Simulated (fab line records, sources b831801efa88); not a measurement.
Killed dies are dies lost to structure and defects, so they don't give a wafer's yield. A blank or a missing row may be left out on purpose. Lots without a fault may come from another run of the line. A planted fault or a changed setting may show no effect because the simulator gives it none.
Which tool did it? | flow sky130 | 13 lots, 39 wafers sampled, at 2 steps of a route of 708

WHAT THE GAUGES READ, wafer by wafer
SKY_VIA1_CD_MEAS_12: target cd 150 nm. Usual: cd_nm 150.0 nm, standard deviation 1.8.
lot  | measured     | on        | cd_nm (nm)        | flag
L804 | day 34 19:04 | cd_sem-02 | 151.8 151.9 151.1 |
L805 | day 35 04:29 | cd_sem-02 | 149.5 149.1 151.2 |
L808 | day 35 19:44 | cd_sem-01 | 150.1 150.4 150.4 |
L809 | day 36 01:29 | cd_sem-02 | 149.6 149.2 149.4 |
L810 | day 36 07:34 | cd_sem-02 | 146.2 147.5 146.4 |
L814 | day 37 12:18 | cd_sem-02 | 152.9 152.6 153.6 |
L816 | day 38 01:09 | cd_sem-01 | 147.4 149.3 147.4 |
L817 | day 38 12:55 | cd_sem-02 | 148.7 150.3 151.1 |
L818 | day 38 14:58 | cd_sem-02 | 146.0 148.8 148.3 |
L819 | day 38 23:31 | cd_sem-01 | 149.0 149.9 149.6 |
L820 | day 39 00:31 | cd_sem-02 | 147.5 147.1 147.9 |
L821 | day 39 06:01 | cd_sem-01 | 148.1 150.0 150.3 |
L826 | day 40 20:26 | cd_sem-01 | 150.8 152.3 151.1 |

SKY_VIA1_THK_MEAS_23: measures by xrf. Usual: VIA1_W_THK 267 nm, standard deviation 4.7.
lot  | measured     | on            | VIA1_W_THK (nm) | flag
L804 | day 34 20:11 | film_metro-03 | 268 268 268     |
L805 | day 35 05:37 | film_metro-02 | 275 268 266     |
L808 | day 35 20:52 | film_metro-01 | 263 263 260     |
L809 | day 36 02:37 | film_metro-02 | 261 262 260     |
L810 | day 36 08:41 | film_metro-02 | 262 259 261     |
L814 | day 37 13:25 | film_metro-02 | 264 264 261     |
L816 | day 38 02:17 | film_metro-01 | 263 261 262     |
L817 | day 38 14:01 | film_metro-03 | 267 264 267     |
L818 | day 38 16:05 | film_metro-02 | 263 273 266     |
L819 | day 39 00:37 | film_metro-02 | 265 263 264     |
L820 | day 39 01:38 | film_metro-02 | 259 265 265     |
L821 | day 39 07:08 | film_metro-02 | 273 267 271     |
L826 | day 40 21:31 | film_metro-01 | 265 267 265     |

WHICH TOOL RAN EACH LOT (tool, then ch and the chambers of the sampled wafers, then the start)
The record holds no process step before these readings.

WHAT THE TOOLS THEMSELVES READ (means of the sampled wafers that have a number; where no wafer has one, the mark that the record gives instead)
The record holds no such reading with a usual standard deviation.

THE ANSWER, worked out from the rows above alone
Rule: a lot is off if the mean of its wafers that have a number lies more than 3 standard deviations from the usual mean. A lot without any number at a reading at which 4 lots or more have one is off too. The other lots that the step has rows for count as sound. The gauges are gone through in route order, then the tools' own readings, and for those a lot's mean is taken as printed above. The first step at which some lot is off is used, and at that step the reading that is off furthest; a lot without a number counts as furthest.
No lot is off at any reading shown: from this, nothing can be told.

WHAT THE SIMULATOR HAD PUT IN
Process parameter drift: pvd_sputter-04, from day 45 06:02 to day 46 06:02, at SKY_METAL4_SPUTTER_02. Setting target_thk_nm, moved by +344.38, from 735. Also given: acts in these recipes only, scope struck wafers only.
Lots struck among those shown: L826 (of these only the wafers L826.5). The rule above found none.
